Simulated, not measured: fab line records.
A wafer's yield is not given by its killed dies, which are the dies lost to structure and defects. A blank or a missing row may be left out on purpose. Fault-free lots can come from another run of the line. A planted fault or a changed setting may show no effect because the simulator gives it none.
One fault seen from 2 desks -- flow gf180mcu -- numbers are kept per desk, each desk with only its own; the story behind them comes last

## THE METROLOGY DESK
Means of the sampled wafers that have a number, per lot and without regard to the tool the lot ran on: this is what the gauges read. If a lot's mean is further than 4 standard deviations from the usual mean, the lot is out of limits and carries the mark OUT (the distance appears in the brackets).
Columns: A = INCOMING_BOW at GF_STI_BOW_MEAS_00, usual 0 um; B = MVPSD_TW at GF_MVPSD_TW_MEAS_11, usual 555; C = VT_IMPLANT_2_TW at GF_VT_IMPLANT_TW_MEAS_21, usual 1205; D = MVPSD_RS at GF_VT_IMPLANT_RS_MEAS_49, usual 1168.4 ohm/sq
lot,first seen here,A,B,C,D
L439,day 1 10:01,-2,561,1193,1168.6
L440,day 1 15:01,-4,563,1193,1167.5
L446,day 2 21:00,-2,574,1228,1094.2 (-25) OUT
L447,day 3 02:00,-2,554,1206,1168.2
L450,day 3 17:01,8,548,1213,1170.7
L453,day 4 08:00,-6,561,1227,1169.2
L456,day 4 23:01,-2,552,1198,1167.9
L457,day 5 04:00,-1,562,1229,1166.7
L458,day 5 09:00,-5,556,1225,1169.6
L459,day 5 14:00,-0,548,1223,1165.3
L460,day 5 19:00,4,548,1206,1166.6
L462,day 6 05:00,1,548,1206,1174.7
This desk reports L446 out of limits; the earliest was L446 at day 9 13:35 (MVPSD_RS at GF_VT_IMPLANT_RS_MEAS_49). In limits: L439, L440, L447, L450, L453, L456, L457, L458, L459, L460, L462.

## THE TOOL OWNER'S DESK: implanter-03
GF_MVPSD_IMPLANT_08, tool's own readings: per-lot mean of the sampled wafers with a number, covering each lot this tool ran. If a lot's mean is further than 4 standard deviations from the usual mean, the lot is out of limits and carries the mark OUT (the distance appears in the brackets).
Columns: A = dose ions cm2 at GF_MVPSD_IMPLANT_08, usual 1.5003e+13; B = faraday current uA at GF_MVPSD_IMPLANT_08, usual 84.5
lot,first seen here,A,B
L439,day 5 00:25,1.5005e+13,84.7
L446,day 6 19:16,1.6974e+13 (+99 or more) OUT,96.4 (+7.9) OUT
L457,day 9 10:46,1.4982e+13,84.9
L460,day 10 06:49,1.5010e+13,84.5
L462,day 10 23:52,1.5001e+13,83.3
Finding of this desk: L446 out of limits; the first was L446 at day 6 19:16, on dose ions cm2 at GF_MVPSD_IMPLANT_08. In limits: L439, L457, L460, L462.

## ALL TOGETHER
The tool owner's desk could have raised an alarm at day 6 19:16, on L446.
At day 9 13:35 the metrology desk could have sounded an alarm, on L446.
The lots listed all ran GF_MVPSD_IMPLANT_08 on implanter-03.

## WHAT THE SIMULATOR HAD INSERTED
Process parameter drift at GF_MVPSD_IMPLANT_08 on implanter-03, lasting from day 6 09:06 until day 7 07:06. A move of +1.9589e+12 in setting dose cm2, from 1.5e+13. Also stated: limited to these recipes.
Lots struck among those shown: L446.
Fault start to first reading out of limits, in hours, per desk: tool owner, 10; metrology, 76.
